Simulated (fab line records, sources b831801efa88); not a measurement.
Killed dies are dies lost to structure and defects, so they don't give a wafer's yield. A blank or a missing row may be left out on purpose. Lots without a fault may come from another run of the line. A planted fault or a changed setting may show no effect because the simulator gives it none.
A struck lot beside a sound one | flow gf180mcu | 23 steps out of a route of 602
Sound: wafers L335.2, L335.4, L335.6. Struck: wafers L347.3, L347.5, L347.6. The cause comes at the end.
At each step with rows: each side's tool, then ch and its chambers, then its first start. Under that, the readings that differ: sound wafers | struck wafers | difference of the means | sigmas: that difference in standard deviations of wafers without a fault.
alike: readings whose means differ by less than 2 such deviations, and words and numbers that are the same on both sides. not compared: withheld readings, readings that some wafer has no value for, bounds like >300 that may hide the same value, and numbers for which the record gives no deviation and whose values overlap.
The two part at a step that has a row with sigmas, a row that says differs or no value, or rows on one side only. Numbers that don't overlap but have no deviation are shown without sigmas and don't part them. A reading that every wafer of one side lacks parts them only if that side has two wafers or more.

first, 5 steps without rows for these wafers: GF_MVSD_COAT_02 (resist thk 3000 nm); GF_MVSD_SOFTBAKE_03; GF_MVSD_EXPOSE_04 (exposes mask MVSD, target cd 1000 nm); GF_MVSD_PEB_05; GF_MVSD_DEVELOP_06 (develop time 60 s).
GF_MVSD_OVL_MEAS_07:
  sound on overlay-01, day 4 10:17; struck on overlay-02, day 7 09:38
  alike: MVSD_OVL
then, 2 steps without rows for these wafers: GF_MVSD_IMPLANT_08; GF_MVSD_IMPLANT_09.
GF_MVSD_STRIP_10: strips in O2/N2.
  sound on plasma_asher-01 ch 0,1, day 4 10:37; struck on plasma_asher-01 ch 0,1, day 7 10:00
  alike: drypump_motor_current_A, heater_power_w, oes_product_au, strip_time_to_endpoint_s
  not compared: rf_hours_counter_h
GF_MVSD_TW_MEAS_11:
  sound on film_metro-02, day 4 10:44; struck on film_metro-04, day 7 10:05
  reading | sound          | struck         | difference | sigmas
  MVSD_TW | 1591 1594 1588 | 1557 1555 1549 | -37        | -2
then, 2 steps without rows for these wafers: GF_MVPSD_DEHYDRATE_00 (time 60 s); GF_MVPSD_HMDS_01 (prime time 60 s).
GF_MVPSD_COAT_02: resist thk 3000 nm.
  sound on litho_track-02 ch 0, day 4 16:54; struck on litho_track-01 ch 0, day 7 17:20
  reading                                 | sound          | struck         | difference | sigmas
  model.coat_of_MVPSD_COAT_02.thk_nm (nm) | 2988 3000 2986 | 2784 2786 2789 | -205       |
then, 3 steps without rows for these wafers: GF_MVPSD_SOFTBAKE_03; GF_MVPSD_EXPOSE_04 (exposes mask MVPSD, target cd 1000 nm); GF_MVPSD_PEB_05.
GF_MVPSD_DEVELOP_06: develop time 60 s.
  sound on litho_track-03 ch 0; struck on litho_track-03 ch 0
  reading                                 | sound          | struck         | difference | sigmas
  model.coat_of_MVPSD_COAT_02.thk_nm (nm) | 2987 2999 2985 | 2783 2785 2788 | -205       |
GF_MVPSD_OVL_MEAS_07:
  sound on overlay-02, day 5 00:00; struck on overlay-01, day 8 01:46
  alike: MVPSD_OVL
then, 2 steps without rows for these wafers: GF_MVPSD_IMPLANT_08; GF_MVPSD_IMPLANT_09.
GF_MVPSD_STRIP_10: strips in O2/N2.
  sound on plasma_asher-03 ch 0,1, day 5 00:20; struck on plasma_asher-03 ch 0,1, day 8 02:07
  reading                      | sound             | struck            | difference | sigmas
  strip_time_to_endpoint_s (s) | 36.81 36.96 36.79 | 34.47 34.49 34.52 | -2.36      | -20
  alike: drypump_motor_current_A, heater_power_w, oes_product_au
  not compared: rf_hours_counter_h
GF_MVPSD_TW_MEAS_11:
  sound on film_metro-01, day 5 00:26; struck on film_metro-01, day 8 02:12
  alike: MVPSD_TW
-- the record jumps here: 24 days lie between the struck wafers' starts before and after (it left off in module MVPSD and takes up again in module PASSIVATION, whose first step shown is number 602 of the route) --
GF_PASSIVATION_PROBE_99:
  the record has rows for the struck wafers here (prober-01, day 32 13:59) and none for the sound ones

WHERE THEY PART
First at GF_MVSD_TW_MEAS_11; last, within this record, at GF_PASSIVATION_PROBE_99.

WHY: what the simulator had put in
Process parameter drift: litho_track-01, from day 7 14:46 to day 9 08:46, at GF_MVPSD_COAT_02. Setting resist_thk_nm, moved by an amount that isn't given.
